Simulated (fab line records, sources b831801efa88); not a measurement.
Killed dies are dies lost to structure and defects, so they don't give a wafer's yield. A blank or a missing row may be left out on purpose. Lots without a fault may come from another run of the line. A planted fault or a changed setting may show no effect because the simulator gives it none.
A struck lot beside a sound one | flow sky130 | 35 steps out of a route of 708
Sound: wafers L955.1, L955.3, L955.4. Struck: wafers L950.2, L950.5, L950.6. The cause comes at the end.
At each step with rows: each side's tool, then ch and its chambers, then its first start. Under that, the readings that differ: sound wafers | struck wafers | difference of the means | sigmas: that difference in standard deviations of wafers without a fault.
alike: readings whose means differ by less than 2 such deviations, and words and numbers that are the same on both sides. not compared: withheld readings, readings that some wafer has no value for, bounds like >300 that may hide the same value, and numbers for which the record gives no deviation and whose values overlap.
The two part at a step that has a row with sigmas, a row that says differs or no value, or rows on one side only. Numbers that don't overlap but have no deviation are shown without sigmas and don't part them. A reading that every wafer of one side lacks parts them only if that side has two wafers or more.

first, 10 steps without rows for these wafers: SKY_VIA1_ETCH_15 (etches SiO2 in C4F8/O2/Ar, stops on TiN, target depth 351 nm, time 54 s); SKY_VIA1_STRIP_16 (strips in O2/N2); SKY_VIA1_STRIP_17 (strips in post etch residue remover, time 1200 s); SKY_VIA1_CLEAN_18 (cleans in IPA, time 180 s); SKY_VIA1_CLEAN_19 (cleans in O3/DIW); SKY_VIA1_SPUTTER_20 (material TiN, target thk 20 nm, time 80 s); SKY_VIA1_CVD_21 (deposits W, target thk 270 nm, time 80.902 s); SKY_VIA1_CMP_24 (polishes, stops on SiO2, t overpolish 15 s, target thk 0 nm); SKY_METAL2_SPUTTER_00 (material Ti, target thk 15 nm, time 10 s); SKY_METAL2_SPUTTER_01 (material TiN, target thk 20 nm, time 16.7 s).
SKY_METAL2_SPUTTER_02: material AlCu, target thk 250 nm, time 13.3 s.
  sound on pvd_sputter-04, day 41 02:16; struck on pvd_sputter-03, day 39 16:23
  alike: throttle_valve_pct
then, 23 steps without rows for these wafers: SKY_METAL2_SPUTTER_03 (material Ti, target thk 5 nm, time 3.3 s); SKY_METAL2_SPUTTER_04 (material TiN, target thk 70 nm, time 59.24 s); SKY_METAL2_DEHYDRATE_07 (time 60 s); SKY_METAL2_HMDS_08 (prime time 60 s); SKY_METAL2_COAT_09 (resist thk 60 nm); SKY_METAL2_COAT_10 (resist thk 450 nm); SKY_METAL2_SOFTBAKE_11 (time 90 s); SKY_METAL2_EXPOSE_12 (exposes mask MM2, target cd 140 nm); SKY_METAL2_PEB_13; SKY_METAL2_DEVELOP_14 (develop time 60 s); SKY_METAL2_DESCUM_17 (chemistry O2, time 8 s); SKY_METAL2_ETCH_18 (etches BARC in N2/H2, stops on SiO2, time 45.9 s, target depth 60 nm); SKY_METAL2_METAL_ETCH_19 (etches the open film in Cl2/BCl3, stops on SiO2, target depth 360 nm, time 78 s); SKY_METAL2_STRIP_20 (strips in O2/N2); SKY_METAL2_STRIP_21 (strips in post etch residue remover, time 1200 s); SKY_METAL2_CLEAN_22 (cleans in IPA, time 180 s); SKY_METAL2_CLEAN_23 (cleans in O3/DIW); SKY_VIA2_HDPCVD_00 (deposits SiO2, target thk 1180 nm, time 189.7 s); SKY_VIA2_CMP_02 (polishes SiO2); SKY_VIA2_DEHYDRATE_04 (time 60 s); SKY_VIA2_HMDS_05 (prime time 60 s); SKY_VIA2_COAT_06 (resist thk 60 nm); SKY_VIA2_COAT_07 (resist thk 450 nm).
-- the record jumps here: 10 days lie between the struck wafers' starts before and after (it left off in module VIA2 and takes up again in module PAD_OPEN, whose first step shown is number 708 of the route) --
SKY_PAD_OPEN_PROBE_99:
  sound on prober-02, day 50 23:50; struck on prober-01, day 50 02:45
  reading                               | sound              | struck            | difference | sigmas
  defect_limited_yield (%)              | 83.1 82.3 82.7     | 75.0 74.6 74.2    | -8.1       | -4
  killed_at_M0_to_M3                    | 50 50 42           | 83 73 102         | +39        | +6
  killed_dies                           | 83 87 85           | 123 125 127       | +40        | +4
  sort_bin_3_pad_short (%)              | 1.0 1.4 0.6        | 2.6 2.6 2.8       | +1.7       | +4
  sort_bin_5_function (%)               | 10.2 10.0 9.8      | 13.8 15.4 16.3    | +5.2       | +4
  sort_n_pass                           | 409 405 407        | 369 367 365       | -40        | -4
  sort_yield_pct (%)                    | 83.1 82.3 82.7     | 75.0 74.6 74.2    | -8.1       | -4
  model.etest.tester.sort_n_pass        | 409 405 407        | 369 367 365       | -40        |
  model.etest.tester.sort_yield_pct (%) | 83.13 82.32 82.72  | 75 74.59 74.19    | -8         |
  model.etest.tester.sort_bin_5_pct (%) | 10.16 9.959 9.756  | 13.82 15.45 16.26 | +5.22      |
  model.etest.tester.sort_bin_3_pct (%) | 1.016 1.423 0.6098 | 2.642 2.642 2.846 | +1.694     |
  alike: killed_at_M4_up, killed_at_contacts, killed_at_front_end, killed_at_other, killed_open, killed_short, sort_bin_6_memory

WHERE THEY PART
Only at SKY_PAD_OPEN_PROBE_99, within this record.

WHY: what the simulator had put in
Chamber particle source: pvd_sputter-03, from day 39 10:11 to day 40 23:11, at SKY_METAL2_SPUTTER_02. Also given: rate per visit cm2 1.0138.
